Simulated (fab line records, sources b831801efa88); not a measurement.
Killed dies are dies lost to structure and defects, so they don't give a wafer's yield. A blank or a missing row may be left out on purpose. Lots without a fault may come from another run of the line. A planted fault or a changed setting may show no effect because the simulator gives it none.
A struck lot beside a sound one | flow sky130 | 34 steps out of a route of 708
Sound: wafers L120.1, L120.5, L120.6. Struck: wafer L134.2. (L134.1 of the same lot was not struck and is left out.) The cause comes at the end.
At each step with rows: each side's tool, then ch and its chambers, then its first start. Under that, the readings that differ: sound wafers | struck wafers | difference of the means | sigmas: that difference in standard deviations of wafers without a fault.
alike: readings whose means differ by less than 2 such deviations, and words and numbers that are the same on both sides. not compared: withheld readings, readings that some wafer has no value for, bounds like >300 that may hide the same value, and numbers for which the record gives no deviation and whose values overlap.
The two part at a step that has a row with sigmas, a row that says differs or no value, or rows on one side only. Numbers that don't overlap but have no deviation are shown without sigmas and don't part them. A reading that every wafer of one side lacks parts them only if that side has two wafers or more.

SKY_SD_P_CD_MEAS_07: target cd 380 nm.
  sound on cd_sem-01, day 26 20:31; struck on cd_sem-02, day 31 20:17
  alike: cd_nm
SKY_SD_P_OVL_MEAS_08:
  sound on overlay-01, day 26 20:38; struck on overlay-01, day 31 20:25
  alike: SD_P_OVL
then, 1 step without rows for these wafers: SKY_SD_P_IMPLANT_09.
SKY_SD_P_STRIP_10: strips in O2/N2.
  sound on plasma_asher-04 ch 0,1, day 26 20:49; struck on plasma_asher-03 ch 0, day 31 20:36
  reading                      | sound             | struck | difference | sigmas
  strip_time_to_endpoint_s (s) | 17.50 17.47 17.46 | 17.59  | +0.11      | +2
  alike: drypump_motor_current_A, oes_product_au
  not compared: rf_hours_counter_h
SKY_SD_P_TW_MEAS_11:
  sound on film_metro-03, day 26 20:55; struck on film_metro-02, day 31 20:42
  alike: SD_P_TW
then, 7 steps without rows for these wafers: SKY_RES_XHIGH_DEHYDRATE_00 (time 60 s); SKY_RES_XHIGH_HMDS_01 (prime time 60 s); SKY_RES_XHIGH_COAT_02 (resist thk 1140 nm); SKY_RES_XHIGH_SOFTBAKE_03 (time 60 s); SKY_RES_XHIGH_EXPOSE_04 (exposes mask URPM, target cd 1270 nm); SKY_RES_XHIGH_PEB_05; SKY_RES_XHIGH_DEVELOP_06 (develop time 60 s).
SKY_RES_XHIGH_IMPLANT_07:
  sound on implanter-02 ch 0, day 28 01:58; struck on implanter-03 ch 0, day 32 23:24
  alike: beam_on_s
SKY_RES_XHIGH_STRIP_08: strips in O2/N2.
  sound on plasma_asher-02 ch 0,1, day 28 02:07; struck on plasma_asher-03 ch 0, day 32 23:33
  reading                      | sound             | struck | difference | sigmas
  strip_time_to_endpoint_s (s) | 14.26 14.27 14.30 | 14.12  | -0.16      | -4
  alike: drypump_motor_current_A, oes_product_au
  not compared: rf_hours_counter_h
SKY_RES_XHIGH_TW_MEAS_09:
  sound on film_metro-03, day 28 02:13; struck on film_metro-03, day 32 23:39
  reading      | sound          | struck | difference | sigmas
  RES_XHIGH_TW | 1634 1634 1639 | 1550   | -86        | -7
then, 7 steps without rows for these wafers: SKY_SD_N_DEHYDRATE_00 (time 60 s); SKY_SD_N_HMDS_01 (prime time 60 s); SKY_SD_N_COAT_02 (resist thk 1140 nm); SKY_SD_N_SOFTBAKE_03 (time 60 s); SKY_SD_N_EXPOSE_04 (exposes mask NSDM, target cd 380 nm); SKY_SD_N_PEB_05; SKY_SD_N_DEVELOP_06 (develop time 60 s).
SKY_SD_N_CD_MEAS_07: target cd 380 nm.
  sound on cd_sem-01, day 29 06:40; struck on cd_sem-02, day 34 01:47
  alike: cd_nm
SKY_SD_N_OVL_MEAS_08:
  sound on overlay-01, day 29 06:47; struck on overlay-02, day 34 01:55
  alike: SD_N_OVL
then, 2 steps without rows for these wafers: SKY_SD_N_IMPLANT_09; SKY_SD_N_IMPLANT_10.
SKY_SD_N_STRIP_11: strips in O2/N2.
  sound on plasma_asher-04 ch 0,1, day 29 07:07; struck on plasma_asher-04 ch 0, day 34 02:15
  alike: drypump_motor_current_A, oes_product_au, strip_time_to_endpoint_s
  not compared: rf_hours_counter_h
SKY_SD_N_TW_MEAS_12:
  sound on film_metro-02, day 29 07:13; struck on film_metro-04, day 34 02:21
  reading | sound          | struck | difference | sigmas
  SD_N_TW | 3950 3954 3963 | 4055   | +99        | +3
then, 1 step without rows for these wafers: SKY_SD_N_CLEAN_13 (cleans in SC1/SC2, time 150 s).
SKY_SD_N_RTA_14: time 2 s.
  sound on rtp_anneal-02 ch 0, day 29 07:19; struck on rtp_anneal-02 ch 0, day 34 02:28
  alike: chamber_o2_ppm, lamp_power_pct, ramp_up_c_per_s, wafer_temp_C_max
SKY_SD_N_RS_MEAS_16: measures by four-point-probe.
  sound on film_metro-02, day 29 07:30; struck on film_metro-04, day 34 02:38
  alike: SD_N_RS
SKY_SD_N_RS_MEAS_17: measures by four-point-probe.
  sound on film_metro-02, day 29 07:37; struck on film_metro-04, day 34 02:45
  alike: SD_P_RS
SKY_SD_N_RS_MEAS_18: measures by four-point-probe.
  sound on film_metro-02, day 29 07:44; struck on film_metro-04, day 34 02:52
  reading               | sound             | struck | difference | sigmas
  RES_XHIGH_RS (ohm/sq) | 333.9 334.5 334.1 | 381.0  | +46.8      | +36
then, 1 step without rows for these wafers: SKY_SALICIDE_CLEAN_00 (cleans in HF-last, time 30 s).

WHERE THEY PART
First at SKY_SD_P_STRIP_10; last, within this record, at SKY_SD_N_RS_MEAS_18.

WHY: what the simulator had put in
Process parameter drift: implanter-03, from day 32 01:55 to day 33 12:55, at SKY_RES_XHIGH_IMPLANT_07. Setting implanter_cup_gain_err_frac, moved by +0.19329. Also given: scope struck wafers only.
